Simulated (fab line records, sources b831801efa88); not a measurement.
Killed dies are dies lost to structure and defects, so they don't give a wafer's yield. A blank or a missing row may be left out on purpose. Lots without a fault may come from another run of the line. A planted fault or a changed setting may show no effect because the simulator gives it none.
Which tool did it? | flow gf180mcu | 14 lots, 42 wafers sampled, at 4 steps of a route of 602

WHAT THE GAUGES READ, wafer by wafer
GF_MVPSD_OVL_MEAS_07. Usual: MVPSD_OVL -0.7 nm, standard deviation 1.5.
lot  | measured     | on         | MVPSD_OVL (nm) | flag
L424 | day 5 02:04  | overlay-01 | 1.2 1.4 0.9    |
L425 | day 5 08:31  | overlay-01 | -1.0 -0.2 0.4  |
L426 | day 5 11:40  | overlay-02 | 0.8 1.2 0.5    |
L427 | day 5 19:22  | overlay-01 | -1.8 -2.7 -1.2 |
L428 | day 6 00:25  | overlay-02 | -0.9 -0.4 -0.3 |
L429 | day 6 07:25  | overlay-01 | -0.9 -1.4 -1.3 |
L431 | day 6 20:50  | overlay-02 | -3.8 -3.0 -2.9 |
L435 | day 7 18:53  | overlay-02 | -1.9 -2.4 -1.0 |
L437 | day 8 05:49  | overlay-01 | -2.5 -2.9 -2.9 |
L440 | day 8 23:38  | overlay-01 | -1.2 -2.5 -3.1 |
L442 | day 9 12:09  | overlay-02 | -3.1 -0.9 -2.9 |
L444 | day 9 22:43  | overlay-01 | 0.5 -1.5 -1.0  |
L446 | day 10 20:27 | overlay-01 | 0.2 0.3 2.2    |
L447 | day 11 00:07 | overlay-02 | -1.7 -0.1 -0.1 |

WHICH TOOL RAN EACH LOT (tool, then ch and the chambers of the sampled wafers, then the start)
lot  | GF_STI_STRIP_15                     | GF_MVSD_COAT_02                  | GF_MVSD_STRIP_10
L424 | plasma_asher-01 ch 0,1, day 2 01:40 | litho_track-02 ch 0, day 4 04:28 | plasma_asher-02 ch 0,1, day 4 12:03
L425 | plasma_asher-03 ch 0,1, day 2 06:36 | litho_track-02 ch 0, day 4 10:21 | plasma_asher-03 ch 0,1, day 4 17:52
L426 | plasma_asher-01 ch 0,1, day 2 12:00 | litho_track-02 ch 0, day 4 14:27 | plasma_asher-01 ch 1, day 4 21:40
L427 | plasma_asher-01 ch 0,1, day 2 18:06 | litho_track-01 ch 0, day 4 21:38 | plasma_asher-03 ch 0,1, day 5 05:13
L428 | plasma_asher-02 ch 0, day 2 22:30   | litho_track-04 ch 0, day 5 01:50 | plasma_asher-03 ch 0,1, day 5 09:22
L429 | plasma_asher-01 ch 1, day 3 03:03   | litho_track-02 ch 0, day 5 08:43 | plasma_asher-01 ch 0,1, day 5 16:49
L431 | plasma_asher-03 ch 1, day 3 13:36   | litho_track-04 ch 0, day 5 22:17 | plasma_asher-01 ch 0,1, day 6 05:46
L435 | plasma_asher-03 ch 0,1, day 4 11:53 | litho_track-02 ch 0, day 6 19:33 | plasma_asher-02 ch 0, day 7 03:52
L437 | plasma_asher-03 ch 0,1, day 4 21:17 | litho_track-02 ch 0, day 7 05:09 | plasma_asher-02 ch 0,1, day 7 13:10
L440 | plasma_asher-02 ch 0, day 5 12:06   | litho_track-01 ch 0, day 7 21:51 | plasma_asher-01 ch 0,1, day 8 06:14
L442 | plasma_asher-03 ch 0,1, day 5 22:21 | litho_track-01 ch 0, day 8 10:32 | plasma_asher-03 ch 0,1, day 8 19:16
L444 | plasma_asher-02 ch 0,1, day 6 08:42 | litho_track-01 ch 0, day 8 20:00 | plasma_asher-01 ch 0,1, day 9 05:01
L446 | plasma_asher-01 ch 0,1, day 6 19:30 | litho_track-01 ch 0, day 9 16:53 | plasma_asher-03 ch 0,1, day 10 02:34
L447 | plasma_asher-01 ch 0,1, day 6 23:59 | litho_track-01 ch 0, day 9 20:58 | plasma_asher-03 ch 0,1, day 10 06:07
- GF_STI_STRIP_15: strips in O2/N2.
- GF_MVSD_COAT_02: resist thk 3000 nm.
- GF_MVSD_STRIP_10: strips in O2/N2.

WHAT THE TOOLS THEMSELVES READ (means of the sampled wafers that have a number; where no wafer has one, the mark that the record gives instead)
GF_STI_STRIP_15. Usual: drypump_motor_current_A 6.06 A, standard deviation 0.2; heater_power_w 356 W, standard deviation 24; oes_product_au 0.383 a.u., standard deviation 0.0052; platen_temp_c 250.04 C, standard deviation 0.16; strip_time_to_endpoint_s 3.70 s, standard deviation 0.058.
lot  | tool            | drypump_motor_current_A (A) | heater_power_w (W) | oes_product_au (a.u.) | platen_temp_c (C) | strip_time_to_endpoint_s (s) | flag
L424 | plasma_asher-01 | 6.00                        | 367                | 0.383                 | 249.99            | 3.71                         |
L425 | plasma_asher-03 | 6.23                        | 365                | 0.384                 | 249.93            | 3.71                         |
L426 | plasma_asher-01 | 5.90                        | 368                | 0.382                 | 250.02            | 3.73                         |
L427 | plasma_asher-01 | 5.89                        | 373                | 0.381                 | 250.00            | 3.66                         |
L428 | plasma_asher-02 | 6.10                        | 334                | 0.385                 | 250.25            | 3.76                         |
L429 | plasma_asher-01 | 5.77                        | 390                | 0.382                 | 250.09            | 3.68                         |
L431 | plasma_asher-03 | 6.16                        | 388                | 0.378                 | 250.20            | 3.63                         |
L435 | plasma_asher-03 | 6.29                        | 352                | 0.384                 | 250.14            | 3.70                         |
L437 | plasma_asher-03 | 6.27                        | 345                | 0.381                 | 250.16            | 3.65                         |
L440 | plasma_asher-02 | 6.08                        | 337                | 0.385                 | 249.83            | 3.72                         |
L442 | plasma_asher-03 | 6.29                        | 343                | 0.382                 | 250.17            | 3.69                         |
L444 | plasma_asher-02 | 5.90                        | 331                | 0.385                 | 249.81            | 3.76                         |
L446 | plasma_asher-01 | 5.89                        | 370                | 0.387                 | 249.93            | 3.76                         |
L447 | plasma_asher-01 | 6.00                        | 365                | 0.387                 | 250.01            | 3.73                         |

GF_MVSD_COAT_02. Usual: chill_plate_temp_C 23.01 C, standard deviation 0.096.
lot  | tool           | chill_plate_temp_C (C) | flag
L424 | litho_track-02 | 23.00                  |
L425 | litho_track-02 | 23.03                  |
L426 | litho_track-02 | 23.07                  |
L427 | litho_track-01 | 22.94                  |
L428 | litho_track-04 | 23.08                  |
L429 | litho_track-02 | 23.04                  |
L431 | litho_track-04 | 22.93                  |
L435 | litho_track-02 | 23.01                  |
L437 | litho_track-02 | 23.04                  |
L440 | litho_track-01 | 23.08                  |
L442 | litho_track-01 | 23.10                  |
L444 | litho_track-01 | 22.92                  |
L446 | litho_track-01 | 23.04                  |
L447 | litho_track-01 | 22.97                  |

GF_MVSD_STRIP_10. Usual: drypump_motor_current_A 6.03 A, standard deviation 0.2; heater_power_w 356 W, standard deviation 24; oes_product_au 0.722 a.u., standard deviation 0.0046; platen_temp_c 249.98 C, standard deviation 0.18; strip_time_to_endpoint_s 36.92 s, standard deviation 0.094.
lot  | tool            | drypump_motor_current_A (A) | heater_power_w (W) | oes_product_au (a.u.) | platen_temp_c (C) | strip_time_to_endpoint_s (s) | flag
L424 | plasma_asher-02 | 5.91                        | 335                | 0.719                 | 249.97            | 36.96                        |
L425 | plasma_asher-03 | 6.29                        | 346                | 0.720                 | 249.84            | 36.94                        |
L426 | plasma_asher-01 | 5.78                        | 382                | 0.724                 | 250.05            | 36.90                        |
L427 | plasma_asher-03 | 6.23                        | 368                | 0.721                 | 249.97            | 36.95                        |
L428 | plasma_asher-03 | 6.20                        | 365                | 0.721                 | 250.13            | 36.92                        |
L429 | plasma_asher-01 | 5.89                        | 367                | 0.718                 | 249.93            | 36.86                        |
L431 | plasma_asher-01 | 6.00                        | 363                | 0.724                 | 249.95            | 37.06                        |
L435 | plasma_asher-02 | 6.07                        | 340                | 0.716                 | 250.09            | 19.00                        | OFF
L437 | plasma_asher-02 | 5.89                        | 328                | 0.712                 | 249.89            | 19.04                        | OFF
L440 | plasma_asher-01 | 6.00                        | 362                | 0.723                 | 249.99            | 36.79                        |
L442 | plasma_asher-03 | 6.20                        | 365                | 0.724                 | 250.04            | 36.96                        |
L444 | plasma_asher-01 | 5.89                        | 374                | 0.723                 | 250.00            | 36.78                        |
L446 | plasma_asher-03 | 6.24                        | 346                | 0.723                 | 249.85            | 36.85                        |
L447 | plasma_asher-03 | 6.24                        | 366                | 0.723                 | 250.01            | 36.84                        |

THE ANSWER, worked out from the rows above alone
Rule: a lot is off if the mean of its wafers that have a number lies more than 3 standard deviations from the usual mean. A lot without any number at a reading at which 4 lots or more have one is off too. The other lots that the step has rows for count as sound. The gauges are gone through in route order, then the tools' own readings, and for those a lot's mean is taken as printed above. The first step at which some lot is off is used, and at that step the reading that is off furthest; a lot without a number counts as furthest.
Off: L435, L437, at GF_MVSD_STRIP_10 (strip_time_to_endpoint_s).
A tool fits if, at that step or a process step before it, it ran every lot that is off, and no sound lot after the first of them. Can't be told from this: 2 tools fit, litho_track-02 at GF_MVSD_COAT_02, plasma_asher-02 at GF_MVSD_STRIP_10.

WHAT THE SIMULATOR HAD PUT IN
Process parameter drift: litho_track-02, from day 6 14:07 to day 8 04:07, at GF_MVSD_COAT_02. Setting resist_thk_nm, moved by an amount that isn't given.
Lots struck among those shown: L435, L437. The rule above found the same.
